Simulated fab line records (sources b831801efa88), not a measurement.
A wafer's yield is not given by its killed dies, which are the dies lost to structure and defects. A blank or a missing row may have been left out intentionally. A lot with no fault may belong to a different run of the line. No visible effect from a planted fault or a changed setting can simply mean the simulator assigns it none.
The tool behind it: which one? / flow sky130 / 13 lots with 39 wafers sampled at 5 steps, on a route of 708 steps

== WHAT THE GAUGES READ, wafer by wafer ==
SKY_POLY_GATE_CD_MEAS_13: the cd target is 150 nm.
lot=L156; measured=day 17 11:12; on=cd sem-01; cd nm (nm)=150.1 149.3 149.8
lot=L155; measured=day 17 12:20; on=cd sem-02; cd nm (nm)=150.6 151.6 151.8
lot=L159; measured=day 18 13:00; on=cd sem-01; cd nm (nm)=152.6 151.8 151.6
lot=L160; measured=day 18 23:32; on=cd sem-01; cd nm (nm)=150.4 148.4 149.8
lot=L161; measured=day 19 07:51; on=cd sem-01; cd nm (nm)=149.6 150.1 148.0
lot=L162; measured=day 19 17:03; on=cd sem-01; cd nm (nm)=149.3 148.4 148.9
lot=L166; measured=day 20 19:41; on=cd sem-02; cd nm (nm)=152.2 151.0 150.7
lot=L167; measured=day 21 16:03; on=cd sem-02; cd nm (nm)=148.8 148.4 148.3
lot=L169; measured=day 22 06:48; on=cd sem-02; cd nm (nm)=150.9 150.3 151.2
lot=L170; measured=day 22 09:42; on=cd sem-01; cd nm (nm)=149.3 147.6 147.4
lot=L171; measured=day 22 13:06; on=cd sem-01; cd nm (nm)=171.0 170.7 171.4
lot=L177; measured=day 24 22:18; on=cd sem-02; cd nm (nm)=148.9 149.6 150.3
lot=L178; measured=day 25 02:37; on=cd sem-02; cd nm (nm)=150.1 149.4 147.7

SKY_POLY_GATE_OVL_MEAS_14.
lot=L156; measured=day 17 11:19; on=overlay-01; POLY_GATE_OVL (nm)=12 12 13
lot=L155; measured=day 17 12:27; on=overlay-01; POLY_GATE_OVL (nm)=-2 -4 0
lot=L159; measured=day 18 13:07; on=overlay-02; POLY_GATE_OVL (nm)=5 1 2
lot=L160; measured=day 18 23:38; on=overlay-02; POLY_GATE_OVL (nm)=4 10 2
lot=L161; measured=day 19 07:58; on=overlay-02; POLY_GATE_OVL (nm)=2 -2 0
lot=L162; measured=day 19 17:10; on=overlay-01; POLY_GATE_OVL (nm)=3 1 3
lot=L166; measured=day 20 19:46; on=overlay-01; POLY_GATE_OVL (nm)=9 10 -1
lot=L167; measured=day 21 16:10; on=overlay-01; POLY_GATE_OVL (nm)=8 14 8
lot=L169; measured=day 22 06:55; on=overlay-02; POLY_GATE_OVL (nm)=1 -1 6
lot=L170; measured=day 22 09:49; on=overlay-02; POLY_GATE_OVL (nm)=4 4 9
lot=L171; measured=day 22 13:13; on=overlay-02; POLY_GATE_OVL (nm)=1 -5 0
lot=L177; measured=day 24 22:24; on=overlay-01; POLY_GATE_OVL (nm)=4 -3 -3
lot=L178; measured=day 25 02:41; on=overlay-02; POLY_GATE_OVL (nm)=6 8 9

SKY_LDD_P_CD_MEAS_07: the cd target is 380 nm.
lot=L156; measured=day 20 06:02; on=cd sem-01; cd nm (nm)=379.5 382.2 378.4
lot=L155; measured=day 20 06:03; on=cd sem-02; cd nm (nm)=377.4 380.1 379.2
lot=L159; measured=day 21 08:15; on=cd sem-01; cd nm (nm)=381.3 381.3 381.1
lot=L160; measured=day 21 20:17; on=cd sem-01; cd nm (nm)=379.6 380.0 378.3
lot=L161; measured=day 22 03:03; on=cd sem-02; cd nm (nm)=383.5 384.8 382.7
lot=L162; measured=day 22 11:00; on=cd sem-02; cd nm (nm)=379.3 377.4 375.0
lot=L166; measured=day 23 13:19; on=cd sem-01; cd nm (nm)=381.0 383.5 381.6
lot=L167; measured=day 24 12:21; on=cd sem-01; cd nm (nm)=383.0 381.6 380.8
lot=L169; measured=day 24 22:56; on=cd sem-02; cd nm (nm)=383.1 381.8 381.7
lot=L170; measured=day 25 02:40; on=cd sem-01; cd nm (nm)=378.6 380.3 375.7
lot=L171; measured=day 25 04:42; on=cd sem-02; cd nm (nm)=379.8 379.5 380.2
lot=L177; measured=day 27 12:46; on=cd sem-01; cd nm (nm)=381.4 382.0 381.4
lot=L178; measured=day 27 16:34; on=cd sem-02; cd nm (nm)=378.0 380.5 379.9

SKY_LDD_P_OVL_MEAS_08.
lot=L156; measured=day 20 06:09; on=overlay-02; LDD_P_OVL (nm)=3.9 3.0 3.1
lot=L155; measured=day 20 06:10; on=overlay-01; LDD_P_OVL (nm)=0.2 0.8 1.6
lot=L159; measured=day 21 08:22; on=overlay-02; LDD_P_OVL (nm)=1.6 2.7 1.8
lot=L160; measured=day 21 20:23; on=overlay-02; LDD_P_OVL (nm)=1.4 1.4 1.3
lot=L161; measured=day 22 03:10; on=overlay-01; LDD_P_OVL (nm)=-0.4 1.0 -0.1
lot=L162; measured=day 22 11:07; on=overlay-01; LDD_P_OVL (nm)=0.1 1.5 -1.2
lot=L166; measured=day 23 13:23; on=overlay-01; LDD_P_OVL (nm)=0.6 0.8 1.1
lot=L167; measured=day 24 12:28; on=overlay-02; LDD_P_OVL (nm)=-1.5 -2.0 -0.5
lot=L169; measured=day 24 23:03; on=overlay-02; LDD_P_OVL (nm)=-0.2 0.2 -0.2
lot=L170; measured=day 25 02:46; on=overlay-01; LDD_P_OVL (nm)=-0.5 -0.6 -0.7
lot=L171; measured=day 25 04:49; on=overlay-02; LDD_P_OVL (nm)=0.7 0.7 1.7
lot=L177; measured=day 27 12:53; on=overlay-01; LDD_P_OVL (nm)=1.3 0.9 1.3
lot=L178; measured=day 27 16:38; on=overlay-02; LDD_P_OVL (nm)=-1.2 -0.8 -1.7

== EACH LOT AND THE TOOL THAT RAN IT (in order: tool; ch and the chambers of the sampled wafers; start) ==
lot=L156; SKY_POLY_GATE_EXPOSE_10=krf scanner-02 ch 0, day 16 20:55
lot=L155; SKY_POLY_GATE_EXPOSE_10=krf scanner-01 ch 0, day 16 22:01
lot=L159; SKY_POLY_GATE_EXPOSE_10=krf scanner-01 ch 0, day 17 21:53
lot=L160; SKY_POLY_GATE_EXPOSE_10=krf scanner-01 ch 0, day 18 08:05
lot=L161; SKY_POLY_GATE_EXPOSE_10=krf scanner-02 ch 0, day 18 16:03
lot=L162; SKY_POLY_GATE_EXPOSE_10=krf scanner-02 ch 0, day 19 01:57
lot=L166; SKY_POLY_GATE_EXPOSE_10=krf scanner-01 ch 0, day 20 04:13
lot=L167; SKY_POLY_GATE_EXPOSE_10=krf scanner-01 ch 0, day 21 00:21
lot=L169; SKY_POLY_GATE_EXPOSE_10=krf scanner-01 ch 0, day 21 15:49
lot=L170; SKY_POLY_GATE_EXPOSE_10=krf scanner-01 ch 0, day 21 18:37
lot=L171; SKY_POLY_GATE_EXPOSE_10=krf scanner-01 ch 0, day 21 21:56
lot=L177; SKY_POLY_GATE_EXPOSE_10=krf scanner-02 ch 0, day 24 07:04
lot=L178; SKY_POLY_GATE_EXPOSE_10=krf scanner-02 ch 0, day 24 11:52
- SKY_POLY_GATE_EXPOSE_10: exposes mask P1M, target cd 150 nm.

== AS READ BY THE TOOLS THEMSELVES (means over the sampled wafers that have a number; for cases with no such wafer, the mark the record gives instead) ==
SKY_POLY_GATE_EXPOSE_10.
lot=L156; tool=krf scanner-02; exposure dose mJ cm2=27.978; focus offset nm (nm)=-0.5; stage vel mm s (mm/s)=500.06
lot=L155; tool=krf scanner-01; exposure dose mJ cm2=28.030; focus offset nm (nm)=0.6; stage vel mm s (mm/s)=500.25
lot=L159; tool=krf scanner-01; exposure dose mJ cm2=27.955; focus offset nm (nm)=-0.3; stage vel mm s (mm/s)=500.31
lot=L160; tool=krf scanner-01; exposure dose mJ cm2=27.979; focus offset nm (nm)=0.1; stage vel mm s (mm/s)=500.42
lot=L161; tool=krf scanner-02; exposure dose mJ cm2=27.962; focus offset nm (nm)=0.3; stage vel mm s (mm/s)=500.17
lot=L162; tool=krf scanner-02; exposure dose mJ cm2=27.994; focus offset nm (nm)=-0.2; stage vel mm s (mm/s)=499.75
lot=L166; tool=krf scanner-01; exposure dose mJ cm2=27.993; focus offset nm (nm)=0.2; stage vel mm s (mm/s)=500.32
lot=L167; tool=krf scanner-01; exposure dose mJ cm2=28.020; focus offset nm (nm)=0.1; stage vel mm s (mm/s)=500.06
lot=L169; tool=krf scanner-01; exposure dose mJ cm2=27.973; focus offset nm (nm)=0.3; stage vel mm s (mm/s)=500.12
lot=L170; tool=krf scanner-01; exposure dose mJ cm2=28.006; focus offset nm (nm)=0.6; stage vel mm s (mm/s)=499.67
lot=L171; tool=krf scanner-01; exposure dose mJ cm2=28.010; focus offset nm (nm)=-0.6; stage vel mm s (mm/s)=499.75
lot=L177; tool=krf scanner-02; exposure dose mJ cm2=27.987; focus offset nm (nm)=0.0; stage vel mm s (mm/s)=499.82
lot=L178; tool=krf scanner-02; exposure dose mJ cm2=28.012; focus offset nm (nm)=0.2; stage vel mm s (mm/s)=500.10

== THE ANSWER, worked out from the rows above alone ==
Rule: what is usual is taken from the lots themselves. The widest of any qualifying gaps counts: lots, ordered by their means at a reading, are off when they make up no more than a third of the lots, leave a main group of 4 or more, and stand apart from it by 3 or more times the standard deviation of that group's means. If all means in a main group match to the digits the tables above print for the reading, that group is not used. A lot without any number at a reading at which 4 lots or more have one is off too. The other lots that the step has rows for count as sound. After the gauges, taken in route order, come the tools' own readings; for these a lot's mean is taken, as printed above. The first step at which some lot is off is used, and at that step the reading that is off furthest; a lot without a number counts as furthest.
Off at SKY_POLY_GATE_CD_MEAS_13 (cd nm): L171. The main group: mean 149.8 nm, standard deviation 1.2.
If a tool, at a process step before that reading, ran all the lots that are off and no sound lot after the first of them, it fits. Gauges at SKY_POLY_GATE_CD_MEAS_13: tried the same way as those tools. 2 tools fit, krf scanner-01 at SKY_POLY_GATE_EXPOSE_10 and cd sem-01 at SKY_POLY_GATE_CD_MEAS_13, so this cannot tell which one it is.

== WHAT THE SIMULATOR HAD PUT IN ==
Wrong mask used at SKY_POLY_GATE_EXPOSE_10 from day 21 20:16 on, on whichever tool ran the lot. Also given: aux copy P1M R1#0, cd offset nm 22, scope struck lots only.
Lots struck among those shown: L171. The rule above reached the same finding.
